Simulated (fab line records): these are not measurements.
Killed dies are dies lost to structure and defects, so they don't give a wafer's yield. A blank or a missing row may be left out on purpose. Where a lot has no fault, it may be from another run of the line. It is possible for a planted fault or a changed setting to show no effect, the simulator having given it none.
Which tool did it?	flow gf180mcu	7 lots, 21 wafers sampled, at 1 step of a route of 602

WHAT THE GAUGES READ, wafer by wafer
GF_V3_OVL_MEAS_15.
lot	measured	on	V3_OVL (nm)
L439	day 22 19:03	overlay-02	-7 -6 -4
L441	day 23 12:27	overlay-01	1 -4 -9
L443	day 24 19:49	overlay-02	-12 -6 -10
L453	day 27 11:09	overlay-01	-1 -7 -1
L455	day 28 03:43	overlay-02	-1 -1 3
L457	day 28 17:09	overlay-02	-1 4 -2
L460	day 29 10:37	overlay-01	9 6 2

WHICH TOOL RAN EACH LOT (tool, then ch and the chambers of the sampled wafers, then the start)
The record shows no process step preceding these readings.

THE ANSWER, worked out from the rows above alone
Rule: the usual values come from the lots themselves. The widest of any qualifying gaps counts: lots, ordered by their means at a reading, are off when they make up no more than a third of the lots, leave a main group of 4 or more, and stand apart from it by 3 or more times the standard deviation of that group's means. A main group is skipped when, at the precision printed for the reading in the tables above, its means are all equal. A lot without any number at a reading at which 4 lots or more have one is off too. Any other lot the step has rows for is counted as sound.
No lot is off on any of the readings shown, so nothing can be concluded from this.

WHAT WAS PUT IN BY THE SIMULATOR
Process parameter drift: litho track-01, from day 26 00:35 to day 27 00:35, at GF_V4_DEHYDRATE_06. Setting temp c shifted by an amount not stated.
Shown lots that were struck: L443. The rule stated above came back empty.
